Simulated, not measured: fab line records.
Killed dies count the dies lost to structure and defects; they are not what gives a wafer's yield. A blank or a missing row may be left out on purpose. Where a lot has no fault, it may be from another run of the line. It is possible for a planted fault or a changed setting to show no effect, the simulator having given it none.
Comparing a struck lot with a sound one / flow sky130 / 16 out of 708 route steps
Sound: the wafers L965.3, L965.4, L965.6. The struck wafers were L966.1, L966.2, L966.5. The cause is given at the end.
For every step that has rows: the tool of each side, followed by ch and its chambers, followed by its first start. Under that, the readings that differ: sound wafers / struck wafers / difference of the means / sigmas: that difference in standard deviations of wafers without a fault.
alike: a reading whose means differ by less than 2 such deviations, as well as words and numbers matching on both sides. not compared: withheld readings; readings where some wafer has no value; bounds like >300 that might hide an equal value; numbers whose values overlap and for which the record gives no deviation.
Wherever a step has rows on one side only, a row that says differs or no value, or a row with sigmas, the two part there. Numbers that don't overlap but have no deviation are shown without sigmas and don't part them. A reading missing from all wafers of one side parts the sides only when that side holds two or more wafers.

first, 5 steps without rows for these wafers: SKY_SONOS_TUNNEL_COAT_02 (resist thk 1140 nm); SKY_SONOS_TUNNEL_SOFTBAKE_03 (time 60 s); SKY_SONOS_TUNNEL_EXPOSE_04 (exposes mask TUNM, target cd 410 nm); SKY_SONOS_TUNNEL_PEB_05; SKY_SONOS_TUNNEL_DEVELOP_06 (develop time 60 s).
SKY_SONOS_TUNNEL_CD_MEAS_07: target cd 410 nm.
  sound on cd-sem-01, day 14 16:59; struck on cd-sem-02, day 14 21:47
  alike: cd-nm
SKY_SONOS_TUNNEL_OVL_MEAS_08:
  sound on overlay-01, day 14 17:05; struck on overlay-01, day 14 21:55
  alike: SONOS_TUNNEL_OVL
then, 3 steps without rows for these wafers: SKY_SONOS_TUNNEL_IMPLANT_09; SKY_SONOS_TUNNEL_WET_ETCH_10 (etches SiO2 in dHF, target depth 14 nm, time 280 s); SKY_SONOS_TUNNEL_STRIP_11 (strips in SPM, time 600 s).
SKY_SONOS_TUNNEL_TW_MEAS_12:
  sound on film-metro-03, day 14 17:35; struck on film-metro-03, day 14 22:23
  alike: SONOS_TUNNEL_TW
then, 1 step without rows for these wafers: SKY_SONOS_TUNNEL_CLEAN_13 (cleans in dHF, time 20 s).
SKY_SONOS_ONO_OXIDATION_00: stabilise 600 s, purge 300 s, target thk 2.6 nm.
  sound on furnace-02 ch 0, day 14 17:38; struck on furnace-02 ch 0, day 14 23:59
  alike: ramp-up-c-per-min
SKY_SONOS_ONO_THK_MEAS_01:
  sound on film-metro-03, day 14 19:00; struck on film-metro-02, day 15 01:19
reading=SONOS_ONO_OXIDATION_THK (nm); sound=2.64 2.55 2.59; struck=4.27 4.34 4.34; difference=+1.72; sigmas=+27
then, 1 step without rows for these wafers: SKY_SONOS_ONO_CVD_02 (deposits Si3N4 from DCS/NH3, target thk 10.5 nm, time 180 s).
-- record jumps: 33 days separate the struck wafers' starts on either side; left off in module SONOS_ONO, taken up again in module PAD_OPEN, whose first shown step is the route's number 708 --
SKY_PAD_OPEN_PROBE_99:
  sound on prober-02, day 48 04:12; struck on prober-01, day 48 11:28
reading=killed-dies; sound=109 95 104; struck=82 82 82; difference=-21; sigmas=-2
reading=killed-open; sound=67 57 59; struck=42 40 46; difference=-18; sigmas=-3
  alike: killed_at_M0_to_M3, killed_at_M4_up, killed-at-contacts, killed-at-front-end, killed-at-other, killed-short

## WHERE THEY PART
Last at SKY_PAD_OPEN_PROBE_99 as far as this record goes, first at SKY_SONOS_ONO_THK_MEAS_01.

WHY: the cause the simulator had injected
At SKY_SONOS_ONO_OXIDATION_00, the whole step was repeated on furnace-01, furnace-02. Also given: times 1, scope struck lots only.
